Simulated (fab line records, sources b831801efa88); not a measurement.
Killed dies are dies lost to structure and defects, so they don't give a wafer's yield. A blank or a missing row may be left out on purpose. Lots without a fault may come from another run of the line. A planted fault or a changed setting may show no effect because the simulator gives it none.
Chamber matching | flow sky130 | SKY_LI_CONTACT_ETCH_14 on rie_diel-01: 4 sister chambers
The step etches BARC in N2/H2, stops on SiO2, time 45.9 s, target depth 60 nm. 14 wafers are shown with their chamber, then 7 later ones without.

WAFERS WITH THEIR CHAMBER
wafer  | chamber | drypump_motor_current_A (A) | oes_product_au (a.u.) | throttle_valve_pct (%)
L705.2 | 2       | 6.6                         | 0.852                 | 13.223
L705.3 | 1       | 5.7                         | 0.852                 | 13.220
L705.4 | 0       | 6.5                         | 0.847                 | 13.225
L706.2 | 1       | 5.7                         | 0.850                 | 13.225
L706.4 | 2       | 6.6                         | 0.857                 | 13.217
L706.5 | 2       | 6.6                         | 0.853                 | 13.217
L709.1 | 3       | 5.4                         | 0.848                 | 13.211
L709.3 | 2       | 6.6                         | 0.850                 | 13.227
L709.6 | 0       | 6.5                         | 0.859                 | 13.207
L713.1 | 3       | 5.4                         | 0.848                 | 13.219
L713.4 | 2       | 6.6                         | 0.863                 | 13.239
L713.5 | 3       | 5.4                         | 0.852                 | 13.210
L715.1 | 0       | 6.4                         | 0.852                 | 13.242
L715.3 | 1       | 5.7                         | 0.856                 | 13.206

SIGNATURES (means of the wafers above)
reading                 | chamber 0 | chamber 1 | chamber 2 | chamber 3 | scatter within a chamber
drypump_motor_current_A | 6.467     | 5.700     | 6.600     | 5.400     | 0.0258
oes_product_au          | 0.85267   | 0.85267   | 0.85500   | 0.84933   | 0.00456
throttle_valve_pct      | 13.22467  | 13.21700  | 13.22460  | 13.21333  | 0.0109
Rule: a wafer's distance from a chamber is the root of the sum, over the readings, of the square of ((its reading less the chamber's mean) divided by the reading's scatter). The wafer belongs to the nearest chamber; if the next one is less than 2 further off, it can't be placed. The scatter: the root of (the sum of the squares of (reading less its chamber's mean) over the shown wafers, divided by (wafers less chambers)).

WAFERS WITHOUT THEIR CHAMBER
wafer  | drypump_motor_current_A (A) | oes_product_au (a.u.) | throttle_valve_pct (%)
L715.6 | 6.4                         | 0.862                 | 13.221
L721.1 | 5.4                         | 0.853                 | 13.222
L721.4 | 5.4                         | 0.855                 | 13.225
L721.6 | 6.6                         | 0.857                 | 13.213
L725.1 | 5.7                         | 0.856                 | 13.231
L725.3 | 6.4                         | 0.861                 | 13.217
L725.5 | 5.7                         | 0.856                 | 13.215

WHICH CHAMBER EACH WENT THROUGH
wafer  | from the rows above | in truth
L715.6 | 0                   | 0
L721.1 | 3                   | 3
L721.4 | 3                   | 3
L721.6 | 2                   | 2
L725.1 | 1                   | 1
L725.3 | 0                   | 0
L725.5 | 1                   | 1
Placed correctly: 7 of 7. Can't be placed from these rows: 0. Placed wrongly: 0.
